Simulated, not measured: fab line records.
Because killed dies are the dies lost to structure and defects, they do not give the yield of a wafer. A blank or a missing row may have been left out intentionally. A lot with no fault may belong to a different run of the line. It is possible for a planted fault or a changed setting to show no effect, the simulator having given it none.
The tool behind it: which one? | flow sky130 | route of 708 steps, sampled at 1 step: 12 lots, 36 wafers

## WHAT THE GAUGES READ, wafer by wafer
SKY_POLY_GATE_CD_MEAS_22.
lot  | measured     | on        | cd_nm (nm)
L075 | day 16 16:32 | cd_sem-01 | 148 154 151
L077 | day 17 10:14 | cd_sem-01 | 148 147 153
L079 | day 18 10:22 | cd_sem-02 | 152 151 152
L081 | day 19 07:24 | cd_sem-01 | 143 152 153
L083 | day 20 15:23 | cd_sem-01 | 154 157 158
L085 | day 21 01:46 | cd_sem-01 | 154 156 153
L086 | day 21 15:19 | cd_sem-01 | 154 149 152
L089 | day 22 05:56 | cd_sem-02 | 149 148 151
L091 | day 23 03:44 | cd_sem-01 | 146 148 145
L093 | day 23 13:40 | cd_sem-01 | 154 154 151
L095 | day 24 06:30 | cd_sem-02 | 150 148 147
L097 | day 24 23:02 | cd_sem-02 | 156 158 156

## WHAT TOOL EACH LOT RAN ON (gives the tool, then ch and the chambers of the sampled wafers, and finally the start)
Record: no process step prior to these readings.

## THE ANSWER, worked out from the rows above alone
Rule: the usual values come from the lots themselves. Put in order of their means at a reading, lots are off if they are a third of the lots or fewer, leave a main group of 4 or more, and stand apart from it by a gap of 3 or more times the standard deviation of the main group's means; of several such gaps the widest counts. The tables above print the reading to a certain number of digits; a main group whose means all agree to those digits is not used. Also off: a lot with no number at a reading for which 4 or more lots have one. Any other lot the step has rows for is counted as sound.
None of the lots is off at any reading shown; this tells nothing.

## WHAT THE SIMULATOR HAD INSERTED
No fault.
